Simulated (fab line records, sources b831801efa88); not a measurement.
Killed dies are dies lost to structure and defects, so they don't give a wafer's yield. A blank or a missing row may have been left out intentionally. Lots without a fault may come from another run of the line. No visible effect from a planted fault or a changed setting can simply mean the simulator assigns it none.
8D (eight disciplines) problem report, filled in by code :: flow sfq_line :: the parts of the form that need people (team, actions taken, sign-off) are left out

== 1. THE ISSUE ==
Mean of run_length_s at SFQ_TRILAYER_I3_DEP_PECVD_081: 169.8 s across 2 wafers in 2 lots; on wafers with no fault it is 139.0 s (standard deviation 0.47). Measured from the usual mean, that is +65 standard deviations.
The step: deposits SiO2 from SiH4/N2O, time 111.11 s, target thk 500 nm.
The first sign was on wafer L630.4 at day 51 18:08, on pecvd-03. The record holds 42 wafers of 14 lots with a number at this step. Rule for "out" (also "out of limits"): further than 4 standard deviations from the usual mean. The other wafers with a number count as sound.

== 2. WHAT IT IS AND WHAT IT IS NOT ==
question: which readings at this step
is: run_length_s
is not: heater_power_w

question: which lots
is: L630, L631
is not: L620, L621, L623, L625, L626, L629, L632, L638, L639, L640, L641, L642

question: which wafers of those lots
is: L630.4, L631.4
is not: L630.3, L630.5, L631.1, L631.2

question: read on which tools
is: pecvd-03
is not: pecvd-01, pecvd-02

question: when
is: from day 51 18:08
is not: up to then (20 sound wafers); but 20 sound wafers of L631, L632, L638, L639, L640, L641, L642 came after

== 3. SUSPECTS, AND WHAT RULES EACH OUT ==
Counting: a tool at a process step up to the reading stays a suspect if it ran every lot that is out. Sound lots after the first of them don't rule it out here, since some wafers of a struck lot are sound.
- pecvd-03 at SFQ_TRILAYER_I3_DEP_PECVD_081 (deposits SiO2 from SiH4/N2O, time 111.11 s, target thk 500 nm): kept. Ran every lot that is out, first one L630 (day 51 18:08); last sound lot up to then L629 (day 51 06:08). On those wafers its own readings are out: run_length_s.
- At SFQ_TRILAYER_I3_DEP_PECVD_081, inside pecvd-03: chamber 0 took the wafers that are out, while their sound lot-mates went through chambers 1, 2.
Remaining after the count: pecvd-03 at SFQ_TRILAYER_I3_DEP_PECVD_081.

== 4. THE CAUSE (what the simulator had put in) ==
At SFQ_TRILAYER_I3_DEP_PECVD_081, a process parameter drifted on pecvd-03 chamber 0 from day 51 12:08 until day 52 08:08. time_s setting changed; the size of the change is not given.
Counting left only this tool.

== 5. SEQUENCE OF EFFECTS, ordered by route ==
Rows list readings where the struck wafers' mean (over those with a number) sits beyond 3 standard deviations from the usual. Readings are gone through only where the record gives a usual standard deviation; hours: the median, over the lots, of the time from a lot's start at the first step in this table giving one to that lot's start at this step; sigmas: the change measured in usual standard deviations.
hours: 0
step: SFQ_TRILAYER_I3_DEP_PECVD_081
reading: run_length_s
usual: 139.0 s
on struck wafers: 169.8
change: +30.8
sigmas: +65

hours: 2
step: SFQ_TRILAYER_I3_CMP_CMP_082
reading: time_to_endpoint_s
usual: 217 s
on struck wafers: 324
change: +107
sigmas: +16
Its process steps:
- SFQ_TRILAYER_I3_DEP_PECVD_081: deposits SiO2 from SiH4/N2O, time 111.11 s, target thk 500 nm.
- SFQ_TRILAYER_I3_CMP_CMP_082: polishes SiO2.

== 6. WHAT WOULD HAVE CAUGHT IT SOONER ==
In this record the first reading out of limits was taken at day 51 18:08, 6 hours after the fault began at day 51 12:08.
